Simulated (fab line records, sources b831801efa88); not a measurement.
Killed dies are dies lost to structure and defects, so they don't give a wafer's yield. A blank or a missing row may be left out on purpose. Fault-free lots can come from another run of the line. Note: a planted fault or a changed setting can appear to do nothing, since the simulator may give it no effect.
Which tool is to blame? -- flow sky130 -- Sampling: 6 lots, 18 wafers, 2 of 708 route steps

## WHAT THE GAUGES SHOWED, per wafer
SKY_POLY_GATE_THK_MEAS_04.
lot,measured,on,POLY_GATE_CVD_03_THK (nm)
L477,day 16 10:20,film_metro-02,76.5 76.1 75.9
L483,day 18 05:07,film_metro-03,74.4 73.9 75.2
L486,day 19 15:40,film_metro-03,75.8 75.4 76.0
L488,day 20 06:23,film_metro-02,74.8 74.6 74.4
L490,day 21 06:04,film_metro-03,75.5 75.4 75.2
L494,day 22 09:02,film_metro-02,75.5 74.8 75.1

## EACH LOT AND THE TOOL THAT RAN IT (in order: tool; ch and the chambers of the sampled wafers; start)
lot,SKY_VT_ADJUST_HVTR_STRIP_10
L477,"plasma_asher-03 ch 0,1, day 10 10:25"
L483,"plasma_asher-03 ch 0,1, day 12 00:07"
L486,"plasma_asher-01 ch 0,1, day 13 01:49"
L488,"plasma_asher-02 ch 0,1, day 13 17:55"
L490,"plasma_asher-01 ch 0, day 14 13:22"
L494,"plasma_asher-01 ch 0,1, day 15 10:49"
- SKY_VT_ADJUST_HVTR_STRIP_10: strips in O2/N2.

## THE ANSWER, worked out from the rows above alone
Rule: what is usual is taken from the lots themselves. Put in order of their means at a reading, lots are off if they are a third of the lots or fewer, leave a main group of 4 or more, and stand apart from it by a gap of 3 or more times the standard deviation of the main group's means; of several such gaps the widest counts. A main group whose means are all the same, to the digits that the tables above print for the reading, isn't used. Also off: a lot with no number at a reading for which 4 or more lots have one. Where the step has rows for the other lots, those lots are counted as sound.
None of the lots is off at any reading shown; this tells nothing.

## WHAT THE SIMULATOR HAD PUT IN
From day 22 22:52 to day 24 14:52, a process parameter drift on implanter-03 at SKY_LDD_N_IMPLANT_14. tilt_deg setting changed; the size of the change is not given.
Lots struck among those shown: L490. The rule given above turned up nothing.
